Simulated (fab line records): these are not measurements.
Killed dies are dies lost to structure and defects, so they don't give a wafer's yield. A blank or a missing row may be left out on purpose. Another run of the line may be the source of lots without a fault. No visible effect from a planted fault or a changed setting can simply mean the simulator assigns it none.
A struck lot beside a sound one	flow sky130	15 steps out of a route of 708
Sound: these wafers, L515.1, L515.2, L515.5. Struck: wafers L529.1, L529.4 (left out: L529.2, a lot-mate that was not struck); the cause follows at the end.
Each step with rows lists, per side, the tool, then ch with its chambers, then its first start. Under that, the readings that differ: sound wafers	struck wafers	difference of the means	sigmas: that difference in standard deviations of wafers without a fault.
alike: readings whose means differ by less than 2 such deviations, and words and numbers that are the same on both sides. not compared: withheld readings, readings that some wafer has no value for, bounds like >300 that may hide the same value, and numbers for which the record gives no deviation and whose values overlap.
The two part at a step that has a row with sigmas, a row that says differs or no value, or rows on one side only. Numbers that don't overlap but have no deviation are shown without sigmas and don't part them. A reading that every wafer of one side lacks parts them only if that side has two wafers or more.

first, 8 steps without rows for these wafers: SKY_POLY_GATE_DEHYDRATE_05 (time 60 s); SKY_POLY_GATE_HMDS_06 (prime time 60 s); SKY_POLY_GATE_COAT_07 (resist thk 110 nm); SKY_POLY_GATE_COAT_08 (resist thk 450 nm); SKY_POLY_GATE_SOFTBAKE_09 (time 90 s); SKY_POLY_GATE_EXPOSE_10 (exposes mask P1M, target cd 150 nm); SKY_POLY_GATE_PEB_11; SKY_POLY_GATE_DEVELOP_12 (develop time 60 s).
SKY_POLY_GATE_CD_MEAS_13: the cd target is 150 nm.
  sound on cd-sem-01, day 18 23:28; struck on cd-sem-01, day 24 13:40
  alike: cd-nm
SKY_POLY_GATE_OVL_MEAS_14:
  sound on overlay-01, day 18 23:35; struck on overlay-01, day 24 13:47
  alike: POLY_GATE_OVL
SKY_POLY_GATE_ETCH_15: etches BARC in N2/H2, stops on SiO2, time 118.5 s, target depth 110 nm.
  sound on rie-diel-01 ch 0,2,3, day 18 23:37; struck on rie-diel-01 ch 2,3, day 24 13:49
  alike: drypump-motor-current-A, oes-product-au, throttle-valve-pct
  not compared: rf-hours-counter-h
SKY_POLY_GATE_ETCH_16: etches Si3N4 in CH3F/O2, stops on poly-Si, time 147.5 s, target depth 75 nm.
  sound on rie-diel-01 ch 0,2,3, day 18 23:42; struck on rie-diel-01 ch 2,3, day 24 13:54
  alike: O2_flow_sccm, drypump-motor-current-A, oes-product-au, throttle-valve-pct
  not compared: rf-hours-counter-h
SKY_POLY_GATE_ETCH_17: etches poly-Si in HBr/Cl2, stops on SiO2, target depth 180 nm, time 70.5 s.
  sound on rie-si-02 ch 0,1,2, day 18 23:47; struck on rie-si-01 ch 2, day 24 13:59
reading	sound	struck	difference	sigmas
oes-product-au (a.u.)	0.994 0.993 0.997	0.798 0.817	-0.187	-30
model.POLY_GATE.feature-depth-nm (nm)	179.5 179 179.4	131.1 131.1	-48.2	
model.etch.depth-nm (nm)	179.5 179 179.4	131.1 131.1	-48.2	
model.KrF-thick_of_POLY_GATE_COAT_08.thk-nm (nm)	138.2 140.2 137.6	166.6 167	+28.1	
  alike: drypump-motor-current-A, throttle-valve-pct
  not compared: rf-hours-counter-h
SKY_POLY_GATE_STRIP_18: strips in O2/N2.
  sound on plasma-asher-01 ch 0,1, day 18 23:51; struck on plasma-asher-03 ch 0,1, day 24 14:03
reading	sound	struck	difference	sigmas
strip-time-to-endpoint-s (s)	3.153 3.154 3.151	3.483 3.448	+0.313	+12
  alike: drypump-motor-current-A, oes-product-au
  not compared: rf-hours-counter-h
then, 1 step without rows for these wafers: SKY_POLY_GATE_CLEAN_19 (cleans in SC1/SC2, time 150 s).

== WHERE THEY PART ==
Last at SKY_POLY_GATE_STRIP_18 as far as this record goes, first at SKY_POLY_GATE_ETCH_17.

WHY: whatever the simulator had introduced
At SKY_POLY_GATE_ETCH_17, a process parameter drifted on rie-si-01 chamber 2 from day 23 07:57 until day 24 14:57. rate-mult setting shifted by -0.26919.
